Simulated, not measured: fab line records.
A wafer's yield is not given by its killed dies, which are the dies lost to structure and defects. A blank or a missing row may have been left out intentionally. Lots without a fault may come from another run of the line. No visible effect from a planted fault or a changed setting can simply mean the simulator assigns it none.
A lot that was struck, set against a sound lot :: flow sky130 :: 43 out of 708 route steps
Sound: the wafers L721.3, L721.5, L721.6. Wafers struck: L717.2, L717.4, L717.5. The cause is named last.
For every step that has rows: the tool of each side, followed by ch and its chambers, followed by its first start. Under that, the readings that differ: sound wafers :: struck wafers :: difference of the means :: sigmas: that difference in standard deviations of wafers without a fault.
alike: readings with means less than 2 such deviations apart, plus words and numbers identical on both sides. not compared: withheld readings, readings lacking a value on some wafer, bounds such as >300 that could conceal the same value, and numbers that have no deviation in the record and whose values overlap.
The two part at a step that has a row with sigmas, a row that says differs or no value, or rows on one side only. Numbers that have no deviation but don't overlap get no sigmas and don't part them. A reading missing from all wafers of one side parts the sides only when that side holds two or more wafers.

first, 2 steps without rows for these wafers: SKY_GATE_OXIDE_CLEAN_00 (cleans in SC1/SC2, time 150 s); SKY_GATE_OXIDE_OXIDATION_01 (stabilise 600 s, purge 300 s, target thk 10.268 nm).
SKY_GATE_OXIDE_THK_MEAS_02:
  struck on film metro-02, day 16 20:59; sound on film metro-03, day 17 23:44
  alike: GATE_OXIDE_OXIDATION_00_THK
then, 7 steps without rows for these wafers: SKY_GATE_OXIDE_DEHYDRATE_03 (time 60 s); SKY_GATE_OXIDE_HMDS_04 (prime time 60 s); SKY_GATE_OXIDE_COAT_05 (resist thk 1140 nm); SKY_GATE_OXIDE_SOFTBAKE_06 (time 60 s); SKY_GATE_OXIDE_EXPOSE_07 (exposes mask LVOM, target cd 600 nm); SKY_GATE_OXIDE_PEB_08; SKY_GATE_OXIDE_DEVELOP_09 (develop time 60 s).
SKY_GATE_OXIDE_OVL_MEAS_10:
  struck on overlay-02, day 18 02:02; sound on overlay-02, day 19 05:41
  alike: GATE_OXIDE_OVL
after that, 1 step had no rows for these wafers: SKY_GATE_OXIDE_IMPLANT_11.
SKY_GATE_OXIDE_WET_ETCH_12: etches SiO2 in dHF, target depth 16.8 nm, time 336 s.
  sound on wet bench-04 ch 2, day 19 05:52; struck on wet bench-01 ch 3, day 18 02:13
SKY_GATE_OXIDE_STRIP_13: strips in O2/N2.
  sound on plasma asher-02 ch 0,1, day 19 06:00; struck on plasma asher-02 ch 0,1, day 18 02:19
  alike: drypump motor current A, oes product au, strip time to endpoint s
  not compared: rf hours counter h
SKY_GATE_OXIDE_TW_MEAS_14:
  struck on film metro-03, day 18 02:26; sound on film metro-02, day 19 06:05
  alike: GATE_OXIDE_TW
then, 3 steps without rows for these wafers: SKY_GATE_OXIDE_CLEAN_15 (cleans in SC1/SC2, time 150 s); SKY_GATE_OXIDE_OXIDATION_16 (stabilise 600 s, purge 300 s, target thk 3.57 nm); SKY_POLY_GATE_CVD_00 (deposits poly-Si, target thk 180 nm, time 720 s).
SKY_POLY_GATE_THK_MEAS_01:
  struck on film metro-02, day 18 06:14; sound on film metro-01, day 19 08:56
  alike: POLY_GATE_CVD_00_THK
then, 8 steps without rows for these wafers: SKY_RES_PROTECT_DEHYDRATE_00 (time 60 s); SKY_RES_PROTECT_HMDS_01 (prime time 60 s); SKY_RES_PROTECT_COAT_02 (resist thk 1140 nm); SKY_RES_PROTECT_SOFTBAKE_03 (time 60 s); SKY_RES_PROTECT_EXPOSE_04 (exposes mask RPM, target cd 1270 nm); SKY_RES_PROTECT_PEB_05; SKY_RES_PROTECT_DEVELOP_06 (develop time 60 s); SKY_POLY_GATE_IMPLANT_02.
SKY_RES_PROTECT_STRIP_07: strips in O2/N2.
  sound on plasma asher-03 ch 0,1, day 20 16:03; struck on plasma asher-02 ch 0,1, day 19 13:16
  alike: drypump motor current A, oes product au, strip time to endpoint s
  not compared: rf hours counter h
SKY_RES_PROTECT_TW_MEAS_08:
  struck on film metro-01, day 19 13:23; sound on film metro-04, day 20 16:08
  alike: POLY_GATE_TW
then, 2 steps without rows for these wafers: SKY_RES_PROTECT_CLEAN_09 (cleans in SC1/SC2, time 150 s); SKY_POLY_GATE_CVD_03 (deposits Si3N4 from DCS/NH3, target thk 75 nm, time 1290 s).
SKY_POLY_GATE_THK_MEAS_04:
  struck on film metro-01, day 19 15:54; sound on film metro-01, day 20 18:17
  alike: POLY_GATE_CVD_03_THK
then, 8 steps without rows for these wafers: SKY_POLY_GATE_DEHYDRATE_05 (time 60 s); SKY_POLY_GATE_HMDS_06 (prime time 60 s); SKY_POLY_GATE_COAT_07 (resist thk 110 nm); SKY_POLY_GATE_COAT_08 (resist thk 450 nm); SKY_POLY_GATE_SOFTBAKE_09 (time 90 s); SKY_POLY_GATE_EXPOSE_10 (exposes mask P1M, target cd 150 nm); SKY_POLY_GATE_PEB_11; SKY_POLY_GATE_DEVELOP_12 (develop time 60 s).
SKY_POLY_GATE_CD_MEAS_13 targets a cd of 150 nm.
  struck on cd sem-02, day 20 22:23; sound on cd sem-02, day 22 00:43
  alike: cd nm
SKY_POLY_GATE_OVL_MEAS_14:
  struck on overlay-01, day 20 22:29; sound on overlay-02, day 22 00:48
  alike: POLY_GATE_OVL
-- here the record skips 28 days between the struck wafers' starts before and after, leaving off in module POLY_GATE and picking up in module PAD_OPEN (first step shown: number 708 of the route) --
SKY_PAD_OPEN_PROBE_99:
  struck on prober-02, day 48 16:23; sound on prober-01, day 49 23:14
reading: killed at front end
sound: 8 10 16
struck: 67 71 64
difference: +56
sigmas: +14

reading: killed dies
sound: 88 76 78
struck: 135 132 127
difference: +51
sigmas: +5
  alike: killed_at_M0_to_M3, killed_at_M4_up, killed at contacts, killed at other, killed open, killed short

## WHERE THEY PART
At SKY_PAD_OPEN_PROBE_99 and nowhere else, as far as this record goes.

WHY: the cause the simulator had injected
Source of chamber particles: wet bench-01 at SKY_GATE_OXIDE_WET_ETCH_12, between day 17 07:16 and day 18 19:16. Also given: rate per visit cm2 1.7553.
